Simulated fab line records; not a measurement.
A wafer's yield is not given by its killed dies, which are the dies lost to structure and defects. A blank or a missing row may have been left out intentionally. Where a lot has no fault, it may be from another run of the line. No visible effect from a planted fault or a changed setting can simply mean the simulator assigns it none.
The tool behind it: which one? | flow sky130 | 13 lots, 39 wafers sampled, at 5 steps of a route of 708

== WHAT THE GAUGES READ, wafer by wafer ==
SKY_POLY_GATE_THK_MEAS_21. Usual: for POLY_GATE_OXIDATION_THK the level is 4.00 nm and the standard deviation is 0.079.
lot  | measured     | on           | POLY_GATE_OXIDATION_THK (nm) | flag
L189 | day 17 07:12 | filmMetro-02 | 3.95 4.01 4.03               | 
L190 | day 18 01:37 | filmMetro-02 | 4.17 4.23 4.09               | 
L191 | day 18 15:50 | filmMetro-01 | 3.94 3.95 3.98               | 
L196 | day 20 04:02 | filmMetro-02 | 4.14 4.02 4.19               | 
L198 | day 20 18:40 | filmMetro-02 | 3.91 3.93 3.89               | 
L199 | day 21 04:30 | filmMetro-02 | 4.05 4.11 4.08               | 
L201 | day 22 00:41 | filmMetro-01 | 4.02 4.05 4.06               | 
L203 | day 22 07:53 | filmMetro-04 | 4.04 4.04 4.03               | 
L202 | day 22 17:52 | filmMetro-01 | 3.94 3.96 3.95               | 
L204 | day 23 01:52 | filmMetro-02 | 3.94 3.90 3.99               | 
L206 | day 24 10:50 | filmMetro-02 | 3.98 3.95 4.05               | 
L207 | day 25 04:02 | filmMetro-01 | 3.90 3.99 3.89               | 
L209 | day 25 13:03 | filmMetro-04 | 3.95 3.99 3.95               | 

SKY_LDD_HVP_OVL_MEAS_07. Usual: for LDD_HVP_OVL the level is -0.5 nm and the standard deviation is 1.3.
lot  | measured     | on         | LDD_HVP_OVL (nm) | flag
L189 | day 22 10:14 | overlay-02 | -0.3 -2.1 -0.7   | 
L190 | day 23 04:26 | overlay-02 | -0.5 -0.4 -0.5   | 
L191 | day 23 18:53 | overlay-02 | 2.6 1.4 2.0      | 
L196 | day 25 06:34 | overlay-02 | 0.8 0.9 0.9      | 
L198 | day 25 19:46 | overlay-01 | -0.9 1.0 0.6     | 
L199 | day 26 04:55 | overlay-01 | -3.1 -2.7 -2.1   | 
L201 | day 26 23:37 | overlay-01 | -1.4 -2.9 -2.1   | 
L203 | day 27 06:44 | overlay-01 | -0.9 -0.7 0.3    | 
L202 | day 27 16:09 | overlay-02 | 0.6 1.1 1.3      | 
L204 | day 27 23:29 | overlay-02 | 0.4 2.0 -0.3     | 
L206 | day 29 05:52 | overlay-02 | -2.9 -2.4 -3.6   | 
L207 | day 29 21:08 | overlay-02 | -0.7 -2.0 -0.7   | 
L209 | day 30 05:13 | overlay-02 | 0.7 -0.1 0.6     | 

SKY_LDD_LDN_OVL_MEAS_07. Usual: for LDD_LDN_OVL the level is -0.5 nm and the standard deviation is 1.2.
lot  | measured     | on         | LDD_LDN_OVL (nm) | flag
L189 | day 23 16:26 | overlay-01 | -1.3 0.4 -1.0    | 
L190 | day 24 09:55 | overlay-01 | -2.5 -3.2 -1.4   | 
L191 | day 25 00:18 | overlay-01 | 0.7 -1.6 -1.6    | 
L196 | day 26 11:32 | overlay-02 | -0.3 -1.6 -0.2   | 
L198 | day 27 00:20 | overlay-01 | -2.7 -3.6 -1.3   | 
L199 | day 27 10:32 | overlay-01 | -0.7 0.2 -1.4    | 
L201 | day 28 05:07 | overlay-01 | 0.1 0.3 1.0      | 
L203 | day 28 09:50 | overlay-01 | 0.6 -0.6 0.3     | 
L202 | day 28 19:36 | overlay-02 | 1.1 0.9 1.9      | 
L204 | day 29 03:00 | overlay-02 | 0.3 -0.8 -0.4    | 
L206 | day 30 09:52 | overlay-01 | 0.7 0.8 1.9      | 
L207 | day 31 00:40 | overlay-02 | -1.4 -0.9 -1.2   | 
L209 | day 31 08:28 | overlay-02 | -1.8 -0.9 -0.4   | 

== WHICH TOOL RAN EACH LOT (tool, then ch and the chambers of the sampled wafers, then the start) ==
lot  | SKY_LDD_P_COAT_02                | SKY_LDD_P_STRIP_10
L189 | lithoTrack-02 ch 0, day 19 04:47 | plasmaAsher-03 ch 0,1, day 19 20:32
L190 | lithoTrack-03 ch 0, day 20 00:07 | plasmaAsher-03 ch 0,1, day 20 16:08
L191 | lithoTrack-01 ch 0, day 20 15:31 | plasmaAsher-02 ch 0,1, day 21 06:54
L196 | lithoTrack-02 ch 0, day 22 02:22 | plasmaAsher-02 ch 0,1, day 22 18:12
L198 | lithoTrack-01 ch 0, day 22 17:34 | plasmaAsher-02 ch 0,1, day 23 08:32
L199 | lithoTrack-01 ch 0, day 23 03:40 | plasmaAsher-03 ch 0,1, day 23 18:57
L201 | lithoTrack-01 ch 0, day 23 22:38 | plasmaAsher-03 ch 1, day 24 13:32
L203 | lithoTrack-03 ch 0, day 24 06:00 | plasmaAsher-03 ch 0,1, day 24 20:28
L202 | lithoTrack-03 ch 0, day 24 16:01 | plasmaAsher-03 ch 0,1, day 25 07:12
L204 | lithoTrack-02 ch 0, day 24 22:17 | plasmaAsher-03 ch 0,1, day 25 13:57
L206 | lithoTrack-01 ch 0, day 26 07:49 | plasmaAsher-03 ch 0,1, day 26 22:51
L207 | lithoTrack-03 ch 0, day 26 23:52 | plasmaAsher-03 ch 0,1, day 27 14:46
L209 | lithoTrack-01 ch 0, day 27 08:28 | plasmaAsher-01 ch 0,1, day 27 23:16
- SKY_LDD_P_COAT_02: resist thk 1140 nm.
- SKY_LDD_P_STRIP_10: strips in O2/N2.

== AS READ BY THE TOOLS THEMSELVES (means over the sampled wafers that have a number; for cases with no such wafer, the mark the record gives instead) ==
SKY_LDD_P_COAT_02. Usual: chillPlateTempC 23.01 C, standard deviation 0.11; spinSpeedRpm 2999.9 rpm, standard deviation 1.8.
lot  | tool          | chillPlateTempC (C) | spinSpeedRpm (rpm) | flag
L189 | lithoTrack-02 | 22.93               | 2999.1             | 
L190 | lithoTrack-03 | 23.07               | 2999.8             | 
L191 | lithoTrack-01 | 23.01               | 2999.9             | 
L196 | lithoTrack-02 | 22.96               | 3000.1             | 
L198 | lithoTrack-01 | 23.06               | 3045.7             | OFF
L199 | lithoTrack-01 | 22.99               | 3043.9             | OFF
L201 | lithoTrack-01 | 23.06               | 3043.9             | OFF
L203 | lithoTrack-03 | 22.87               | 2997.1             | 
L202 | lithoTrack-03 | 22.89               | 3000.1             | 
L204 | lithoTrack-02 | 22.95               | 3000.4             | 
L206 | lithoTrack-01 | 23.01               | 3000.9             | 
L207 | lithoTrack-03 | 23.09               | 2996.7             | 
L209 | lithoTrack-01 | 22.98               | 3000.5             | 

SKY_LDD_P_STRIP_10. Usual: drypumpMotorCurrentA 5.8 A, standard deviation 0.46; oesProductAu 0.716 a.u., standard deviation 0.0041; stripTimeToEndpointS 14.18 s, standard deviation 0.034.
lot  | tool           | drypumpMotorCurrentA (A) | oesProductAu (a.u.) | stripTimeToEndpointS (s) | flag
L189 | plasmaAsher-03 | 6.1                      | 0.712               | 14.18                    | 
L190 | plasmaAsher-03 | 6.1                      | 0.716               | 14.23                    | 
L191 | plasmaAsher-02 | 6.0                      | 0.717               | 14.18                    | 
L196 | plasmaAsher-02 | 6.0                      | 0.716               | 14.22                    | 
L198 | plasmaAsher-02 | 6.0                      | 0.715               | 14.04                    | OFF
L199 | plasmaAsher-03 | 6.1                      | 0.718               | 14.07                    | OFF
L201 | plasmaAsher-03 | 6.4                      | 0.713               | 14.11                    | 
L203 | plasmaAsher-03 | 6.1                      | 0.713               | 14.21                    | 
L202 | plasmaAsher-03 | 6.1                      | 0.713               | 14.17                    | 
L204 | plasmaAsher-03 | 6.1                      | 0.716               | 14.22                    | 
L206 | plasmaAsher-03 | 6.1                      | 0.714               | 14.19                    | 
L207 | plasmaAsher-03 | 5.7                      | 0.714               | 14.19                    | 
L209 | plasmaAsher-01 | 5.1                      | 0.716               | 14.15                    | 

== THE ANSWER, worked out from the rows above alone ==
Rule: lot off if the mean of its wafers having a number is beyond 3 standard deviations from the usual mean. Also off: a lot with no number at a reading for which 4 or more lots have one. All remaining lots with rows at the step are treated as sound. First the gauges in route order, then the tools' own readings, where a lot's mean is used as printed above. At the first step where some lot is off, the reading lying furthest off is the one used; lots without a number count as furthest.
Off: L198, L199, L201, at SKY_LDD_P_COAT_02 (spinSpeedRpm).
If a tool, at that step or one of the process steps before it, ran each lot that is off and ran no sound lot following the first of them, it fits. Of those tried, none fits.

== WHAT THE SIMULATOR HAD INSERTED ==
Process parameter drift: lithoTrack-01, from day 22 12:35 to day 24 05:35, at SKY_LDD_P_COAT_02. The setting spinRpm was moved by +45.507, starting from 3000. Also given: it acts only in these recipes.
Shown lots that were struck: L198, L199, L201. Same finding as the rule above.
